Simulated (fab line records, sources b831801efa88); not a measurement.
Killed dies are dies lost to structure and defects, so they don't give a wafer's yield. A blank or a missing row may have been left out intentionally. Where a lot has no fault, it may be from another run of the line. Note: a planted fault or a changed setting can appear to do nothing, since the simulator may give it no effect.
One fault through the eyes of 2 desks :: flow gf180mcu :: each desk has only its own numbers; what lay behind them comes last

## METROLOGY DESK
What the gauges read, lot by lot, whatever tool the lot ran on: means of the sampled wafers that have a number. A lot is out of limits, marked OUT, if its mean lies more than 4 standard deviations from the usual mean; the brackets give that distance.
Columns: A = HV_LDD_CVD_56_THK at GF_HV_LDD_THK_MEAS_57, usual 90.3 nm
lot: L740
first seen here: day 13 00:16
A: 89.4

lot: L741
first seen here: day 13 11:53
A: 90.7

lot: L742
first seen here: day 13 13:50
A: 89.2

lot: L745
first seen here: day 13 23:32
A: 90.0

lot: L748
first seen here: day 15 04:11
A: 50.6 (-44) OUT

lot: L755
first seen here: day 17 16:55
A: 90.4

lot: L756
first seen here: day 17 19:49
A: 90.3

lot: L757
first seen here: day 18 07:01
A: 90.5

lot: L758
first seen here: day 18 10:21
A: 90.2

lot: L759
first seen here: day 18 23:13
A: 91.5

lot: L760
first seen here: day 19 06:25
A: 91.6

lot: L761
first seen here: day 19 17:25
A: 89.8
This desk's result: L748 out of limits, first on L748 (HV_LDD_CVD_56_THK at GF_HV_LDD_THK_MEAS_57), day 15 04:11. In limits: L740, L741, L742, L745, L755, L756, L757, L758, L759, L760, L761.

## DESK OF THE TOOL OWNER: lpcvd-02
The tool's own readings at GF_HV_LDD_CVD_56 (deposits Si3N4 from DCS/NH3, target thk 90 nm, time 1543 s): means of the sampled wafers that have a number, for each lot that ran on this tool. A lot is out of limits, marked OUT, if its mean lies more than 4 standard deviations from the usual mean; the brackets give that distance.
Columns: A = spike-tc-centre-C at GF_HV_LDD_CVD_56, usual 771.7 C; B = zone-power-top-pct at GF_HV_LDD_CVD_56, usual 26.3 %
lot: L741
first seen here: day 13 10:26
A: 770.6
B: 29.1

lot: L745
first seen here: day 13 22:05
A: 769.8
B: 28.8

lot: L748
first seen here: day 15 02:45
A: 770.9
B: 29.0

lot: L758
first seen here: day 18 08:53
A: 771.4
B: 28.8

lot: L759
first seen here: day 18 21:47
A: 774.0
B: 24.1

lot: L761
first seen here: day 19 15:59
A: 772.9
B: 24.3
This desk's finding: nothing out of limits on any of the 6 lots.

## TAKEN TOGETHER
Metrology desk: alarm possible at day 15 04:11 on L748.
The tool owner's desk saw nothing out of limits.
On record at the tool owner's desk: L748, within its limits.
Of the lots named, all ran GF_HV_LDD_CVD_56 on lpcvd-02.

## WHAT WAS PUT IN BY THE SIMULATOR
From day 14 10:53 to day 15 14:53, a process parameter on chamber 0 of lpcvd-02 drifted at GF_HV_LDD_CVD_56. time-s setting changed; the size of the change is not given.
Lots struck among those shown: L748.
Per desk, hours elapsed from the start of the fault to the first reading out of limits: for the metrology desk, 17.
